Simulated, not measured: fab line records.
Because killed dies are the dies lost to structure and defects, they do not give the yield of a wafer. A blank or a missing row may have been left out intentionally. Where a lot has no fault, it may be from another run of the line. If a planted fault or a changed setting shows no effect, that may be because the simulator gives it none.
What tool caused it?	flow sky130	72 wafers from 24 lots sampled at 5 of the route's 708 steps

WHAT THE GAUGES SHOWED, per wafer
SKY_CONTACT_CD_MEAS_14: target cd 170 nm.
lot	measured	on	cd-nm (nm)
L074	day 31 10:46	cd-sem-02	170.4 170.9 170.5
L075	day 31 20:46	cd-sem-01	171.9 172.1 173.2
L076	day 32 01:20	cd-sem-02	171.1 172.5 172.5
L077	day 32 11:02	cd-sem-02	167.9 170.6 170.1
L078	day 32 19:13	cd-sem-02	171.1 170.9 171.5
L079	day 32 21:02	cd-sem-02	172.0 173.5 173.4
L080	day 33 10:10	cd-sem-02	172.1 171.6 172.5
L081	day 33 23:37	cd-sem-01	170.3 171.2 169.9
L082	day 34 02:52	cd-sem-01	169.3 170.7 170.7
L083	day 34 19:57	cd-sem-02	173.2 173.8 172.6
L084	day 35 04:59	cd-sem-01	170.5 170.9 170.8
L086	day 35 09:41	cd-sem-02	171.2 171.5 171.6
L085	day 35 10:58	cd-sem-02	172.0 172.1 170.8
L087	day 35 19:07	cd-sem-02	170.3 170.2 169.3
L088	day 35 22:56	cd-sem-01	172.3 171.4 172.7
L089	day 36 15:59	cd-sem-02	173.1 171.9 171.7
L090	day 36 21:38	cd-sem-02	169.1 170.1 169.5
L091	day 37 06:28	cd-sem-01	171.2 171.2 171.7
L092	day 37 08:26	cd-sem-02	168.9 168.9 168.0
L093	day 37 13:34	cd-sem-02	171.0 171.6 170.0
L094	day 37 18:31	cd-sem-02	170.6 172.6 171.4
L095	day 38 04:29	cd-sem-01	169.8 169.3 170.6
L096	day 38 10:50	cd-sem-02	172.7 172.8 172.4
L097	day 38 14:08	cd-sem-01	171.0 171.7 170.4

SKY_VIA2_BOW_MEAS_03.
lot	measured	on	VIA2_BOW (um)
L074	day 35 01:19	film-metro-02	86 92 82
L075	day 35 10:46	film-metro-01	83 72 85
L076	day 35 13:42	film-metro-04	88 96 91
L077	day 36 01:19	film-metro-02	83 89 86
L078	day 36 08:36	film-metro-01	86 84 89
L079	day 36 10:35	film-metro-04	94 92 76
L080	day 36 21:35	film-metro-02	89 82 81
L081	day 37 11:59	film-metro-01	91 79 89
L082	day 37 16:31	film-metro-04	82 83 93
L083	day 38 08:19	film-metro-02	90 84 76
L084	day 38 16:40	film-metro-01	94 98 89
L086	day 38 21:50	film-metro-01	77 85 89
L085	day 38 22:53	film-metro-02	89 87 89
L087	day 39 05:31	film-metro-01	87 88 90
L088	day 39 10:32	film-metro-04	96 84 83
L089	day 40 04:10	film-metro-04	88 86 74
L090	day 40 07:10	film-metro-02	72 92 77
L091	day 40 13:45	film-metro-01	85 87 78
L092	day 40 18:01	film-metro-01	87 73 80
L093	day 41 03:02	film-metro-01	84 88 90
L094	day 41 04:40	film-metro-02	69 84 89
L095	day 41 12:01	film-metro-02	85 92 76
L096	day 41 16:49	film-metro-02	83 84 71
L097	day 42 02:59	film-metro-04	94 95 77

WHICH TOOL RAN EACH LOT (tool, then ch and the chambers of the sampled wafers, then the start)
lot	SKY_SD_P_STRIP_10	SKY_LOCAL_INTERCONNECT_METAL_ETCH_14	SKY_METAL2_SPUTTER_01
L074	plasma-asher-03 ch 0,1, day 25 08:06	rie-metal-04 ch 0,1, day 30 06:19	pvd-sputter-04, day 33 21:56
L075	plasma-asher-04 ch 0,1, day 25 19:36	rie-metal-03 ch 1, day 30 17:31	pvd-sputter-03, day 34 07:27
L076	plasma-asher-03 ch 0, day 25 23:57	rie-metal-04 ch 0, day 30 21:25	pvd-sputter-01, day 34 10:02
L077	plasma-asher-04 ch 0,1, day 26 10:12	rie-metal-02 ch 0,1, day 31 06:53	pvd-sputter-04, day 34 21:47
L078	plasma-asher-03 ch 1, day 26 18:44	rie-metal-03 ch 0,1, day 31 14:52	pvd-sputter-03, day 35 04:58
L079	plasma-asher-03 ch 0,1, day 26 22:13	rie-metal-03 ch 0,1, day 31 16:41	pvd-sputter-04, day 35 07:10
L080	plasma-asher-02 ch 0,1, day 27 13:15	rie-metal-03 ch 0,1, day 32 06:01	pvd-sputter-03, day 35 18:14
L081	plasma-asher-03 ch 0,1, day 28 01:54	rie-metal-03 ch 0,1, day 32 19:05	pvd-sputter-03, day 36 08:40
L082	plasma-asher-03 ch 0,1, day 28 05:11	rie-metal-04 ch 0,1, day 32 22:55	pvd-sputter-04, day 36 13:04
L083	plasma-asher-03 ch 0,1, day 29 00:10	rie-metal-04 ch 0,1, day 33 16:07	pvd-sputter-03, day 37 04:44
L084	plasma-asher-04 ch 1, day 29 08:45	rie-metal-02 ch 0,1, day 34 00:28	pvd-sputter-01, day 37 13:26
L086	plasma-asher-02 ch 0,1, day 29 16:02	rie-metal-04 ch 0,1, day 34 06:20	pvd-sputter-04, day 37 18:26
L085	plasma-asher-02 ch 0, day 29 16:51	rie-metal-02 ch 1, day 34 07:17	pvd-sputter-01, day 37 19:53
L087	plasma-asher-02 ch 0,1, day 30 01:06	rie-metal-04 ch 0,1, day 34 15:55	pvd-sputter-03, day 38 02:59
L088	plasma-asher-02 ch 0,1, day 30 05:01	rie-metal-03 ch 0,1, day 34 19:52	pvd-sputter-01, day 38 07:30
L089	plasma-asher-03 ch 1, day 30 23:33	rie-metal-04 ch 0,1, day 35 12:08	pvd-sputter-04, day 38 23:17
L090	plasma-asher-03 ch 0,1, day 31 05:51	rie-metal-03 ch 0,1, day 35 18:59	pvd-sputter-01, day 39 05:20
L091	plasma-asher-02 ch 0,1, day 31 14:28	rie-metal-04 ch 0,1, day 36 03:19	pvd-sputter-03, day 39 13:14
L092	plasma-asher-02 ch 0,1, day 31 15:36	rie-metal-04 ch 0,1, day 36 05:16	pvd-sputter-03, day 39 16:38
L093	plasma-asher-03 ch 0,1, day 31 20:08	rie-metal-04 ch 0,1, day 36 10:28	pvd-sputter-01, day 40 01:29
L094	plasma-asher-04 ch 0, day 32 03:44	rie-metal-03 ch 0,1, day 36 15:20	pvd-sputter-04, day 40 03:35
L095	plasma-asher-03 ch 1, day 32 11:53	rie-metal-03 ch 0, day 37 01:25	pvd-sputter-04, day 40 09:52
L096	plasma-asher-02 ch 0,1, day 32 19:42	rie-metal-02 ch 1, day 37 08:05	pvd-sputter-03, day 40 15:28
L097	plasma-asher-02 ch 0,1, day 32 23:17	rie-metal-02 ch 0,1, day 37 11:58	pvd-sputter-03, day 41 01:08
- SKY_SD_P_STRIP_10: strips in O2/N2.
- SKY_LOCAL_INTERCONNECT_METAL_ETCH_14: etches TiN in Cl2/BCl3, stops on PSG, target depth 110 nm, time 31.4 s.
- SKY_METAL2_SPUTTER_01: material TiN, target thk 20 nm, time 16.7 s.

AS READ BY THE TOOLS THEMSELVES (means over the sampled wafers that have a number; for cases with no such wafer, the mark the record gives instead)
SKY_SD_P_STRIP_10.
lot	tool	chamber-pressure-mTorr (mTorr)	drypump-motor-current-A (A)	oes-product-au (a.u.)	strip-time-to-endpoint-s (s)
L074	plasma-asher-03	1499.3	5.8	0.620	17.59
L075	plasma-asher-04	1500.0	5.6	0.623	17.47
L076	plasma-asher-03	1500.3	5.5	0.611	17.54
L077	plasma-asher-04	1501.7	5.5	0.612	17.49
L078	plasma-asher-03	1500.3	6.4	0.618	17.47
L079	plasma-asher-03	1500.5	5.8	0.618	17.55
L080	plasma-asher-02	1499.8	5.0	0.623	17.53
L081	plasma-asher-03	1499.2	6.1	0.620	17.54
L082	plasma-asher-03	1500.1	5.8	0.620	17.41
L083	plasma-asher-03	1501.1	6.1	0.617	17.47
L084	plasma-asher-04	1500.2	5.5	0.617	17.55
L086	plasma-asher-02	1499.5	5.0	0.620	17.53
L085	plasma-asher-02	1499.9	5.1	0.613	17.55
L087	plasma-asher-02	1500.1	5.1	0.613	17.52
L088	plasma-asher-02	1498.5	5.1	0.617	17.56
L089	plasma-asher-03	1498.6	6.4	0.617	17.54
L090	plasma-asher-03	1500.3	5.8	0.619	17.56
L091	plasma-asher-02	1500.9	5.1	0.615	17.50
L092	plasma-asher-02	1502.0	5.0	0.618	17.55
L093	plasma-asher-03	1500.0	6.1	0.617	17.49
L094	plasma-asher-04	1500.9	5.6	0.617	17.53
L095	plasma-asher-03	1500.9	6.3	0.617	17.45
L096	plasma-asher-02	1499.8	5.1	0.615	17.51
L097	plasma-asher-02	1499.4	5.0	0.619	17.59

SKY_LOCAL_INTERCONNECT_METAL_ETCH_14.
lot	tool	bcl3-flow-sccm (sccm)	chamber-pressure-mTorr (mTorr)	drypump-motor-current-A (A)	oes-product-au (a.u.)	rf-fwd-power-W (W)	throttle-valve-pct (%)
L074	rie-metal-04	29.98	9.994	5.5	0.930	886.2	21.897
L075	rie-metal-03	30.19	10.000	6.2	0.939	889.9	21.901
L076	rie-metal-04	30.02	9.997	5.7	0.949	886.9	21.892
L077	rie-metal-02	30.00	10.006	5.5	0.938	889.8	21.901
L078	rie-metal-03	30.04	10.003	6.1	0.938	889.4	21.907
L079	rie-metal-03	30.03	10.007	6.1	0.938	891.9	21.908
L080	rie-metal-03	29.96	9.998	6.0	0.935	888.5	21.904
L081	rie-metal-03	30.02	9.999	5.9	0.947	888.9	21.899
L082	rie-metal-04	30.02	9.991	5.5	0.940	890.9	21.903
L083	rie-metal-04	29.91	10.006	5.6	0.942	888.0	21.903
L084	rie-metal-02	29.98	10.001	5.5	0.940	891.7	21.892
L086	rie-metal-04	29.99	10.005	5.5	0.930	888.0	21.906
L085	rie-metal-02	30.02	9.998	5.1	0.946	891.7	21.897
L087	rie-metal-04	29.97	9.988	5.5	0.929	890.2	21.912
L088	rie-metal-03	30.09	9.992	5.9	0.938	888.4	21.901
L089	rie-metal-04	29.82	10.010	5.5	0.932	889.1	21.905
L090	rie-metal-03	30.06	10.009	5.9	0.936	887.6	21.907
L091	rie-metal-04	30.01	9.992	5.6	0.935	889.4	21.902
L092	rie-metal-04	29.98	10.004	5.4	0.940	886.7	21.899
L093	rie-metal-04	29.96	9.988	5.5	0.947	892.2	21.892
L094	rie-metal-03	29.96	10.003	6.1	0.947	893.5	21.907
L095	rie-metal-03	30.08	10.000	5.7	0.940	888.5	21.905
L096	rie-metal-02	29.85	9.998	5.1	0.921	890.6	21.914
L097	rie-metal-02	29.95	9.997	5.5	0.951	888.3	21.890

SKY_METAL2_SPUTTER_01.
lot	tool	throttle-valve-pct (%)
L074	pvd-sputter-04	30.4
L075	pvd-sputter-03	29.7
L076	pvd-sputter-01	29.7
L077	pvd-sputter-04	29.2
L078	pvd-sputter-03	28.0
L079	pvd-sputter-04	31.0
L080	pvd-sputter-03	30.0
L081	pvd-sputter-03	31.3
L082	pvd-sputter-04	31.4
L083	pvd-sputter-03	29.9
L084	pvd-sputter-01	30.3
L086	pvd-sputter-04	31.1
L085	pvd-sputter-01	29.2
L087	pvd-sputter-03	29.3
L088	pvd-sputter-01	30.4
L089	pvd-sputter-04	29.3
L090	pvd-sputter-01	30.2
L091	pvd-sputter-03	30.7
L092	pvd-sputter-03	31.1
L093	pvd-sputter-01	30.0
L094	pvd-sputter-04	30.4
L095	pvd-sputter-04	30.4
L096	pvd-sputter-03	28.6
L097	pvd-sputter-03	30.5

THE ANSWER, worked out from the rows above alone
Rule: usual is defined by the lots themselves. Put in order of their means at a reading, lots are off if they are a third of the lots or fewer, leave a main group of 4 or more, and stand apart from it by a gap of 3 or more times the standard deviation of the main group's means; of several such gaps the widest counts. The tables above print the reading to a certain number of digits; a main group whose means all agree to those digits is not used. A lot without any number at a reading at which 4 lots or more have one is off too. The other lots that the step has rows for count as sound. First the gauges in route order, then the tools' own readings, where a lot's mean is used as printed above. The first step at which some lot is off is used, and at that step the reading that is off furthest; a lot without a number counts as furthest.
Across all readings shown, no lot is off: no conclusion can be drawn from this.

WHAT THE SIMULATOR HAD PUT IN
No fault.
